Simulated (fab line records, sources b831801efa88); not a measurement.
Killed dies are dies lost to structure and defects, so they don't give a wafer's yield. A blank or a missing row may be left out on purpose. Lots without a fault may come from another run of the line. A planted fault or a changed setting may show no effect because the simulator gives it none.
Problem report in the 8D (eight disciplines) form, filled by code | flow sky130 | the parts of the form that need people (team, actions taken, sign-off) are left out

1. THE PROBLEM
run_length_s at SKY_FIELD_ISO_ETCH_17 reads a mean of 113.5 s on 2 wafers of 2 lots; wafers without a fault read 125.9 s with a standard deviation of 0.44. That is -28 standard deviations from the usual mean.
The step: etches Si in HBr/Cl2/O2, target depth 342 nm, time 97.7 s.
First seen on wafer L377.5, day 5 03:07, on rie_si-02. The record holds 36 wafers of 12 lots with a number at this step. Rule for "out", or "out of limits": more than 4 standard deviations from the usual mean. The other wafers with a number count as sound.

2. WHAT IT IS AND WHAT IT IS NOT
question                    | is               | is not
which readings at this step | run_length_s     | chamber_pressure_mTorr, drypump_motor_current_A, mfc_cl2_sccm, oes_product_au, throttle_valve_pct
which lots                  | L377, L379       | L365, L367, L368, L369, L371, L373, L376, L380, L384, L387
which wafers of those lots  | L377.5, L379.4   | L377.1, L377.6, L379.1, L379.5
read on which tools         | rie_si-02        | rie_si-01
when                        | from day 5 03:07 | up to then (23 sound wafers); but 11 sound wafers of L379, L380, L384, L387 came after

3. SUSPECTS, AND WHAT RULES EACH OUT
Counting: a tool at a process step up to the reading stays a suspect if it ran every lot that is out. Sound lots after the first of them don't rule it out here, since some wafers of a struck lot are sound.
- rie_si-02 at SKY_FIELD_ISO_ETCH_17 (etches Si in HBr/Cl2/O2, target depth 342 nm, time 97.7 s): kept. It ran every lot that is out, first L377 (day 5 03:07); its last sound lot up to then is L376 (day 4 19:29). Its own readings are out on those wafers: run_length_s.
- Within rie_si-02 at SKY_FIELD_ISO_ETCH_17: the wafers that are out ran in chamber 2; their sound lot-mates ran in chambers 0, 1, 3.
Left after counting: rie_si-02 at SKY_FIELD_ISO_ETCH_17.

4. THE CAUSE (what the simulator had put in)
Process parameter drift: rie_si-02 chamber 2, from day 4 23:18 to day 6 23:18, at SKY_FIELD_ISO_ETCH_17. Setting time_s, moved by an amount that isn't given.
Counting left only this tool.

5. THE CHAIN OF EFFECTS, in route order
Each row: a reading whose mean over the struck wafers that have a number lies more than 3 standard deviations from the usual. Only readings for which the record gives a usual standard deviation are gone through. hours: the time from each lot's start at the first step in this table that gives one to its start at this step, as a median over the lots. sigmas: the change in usual standard deviations.
hours | step                  | reading      | usual   | on struck wafers | change | sigmas
0     | SKY_FIELD_ISO_ETCH_17 | run_length_s | 125.9 s | 113.5            | -12.4  | -28
The process steps in it:
- SKY_FIELD_ISO_ETCH_17: etches Si in HBr/Cl2/O2, target depth 342 nm, time 97.7 s.
Later measuring or inspecting steps at which every struck wafer that the step has a row for has a number for every such reading, and none has moved that far: SKY_VT_ADJUST_LVTN_OVL_MEAS_18, SKY_VT_ADJUST_NCORE_CD_MEAS_07.

6. WHAT WOULD HAVE CAUGHT IT SOONER
In this record the first reading out of limits was taken at day 5 03:07, 4 hours after the fault began at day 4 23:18.
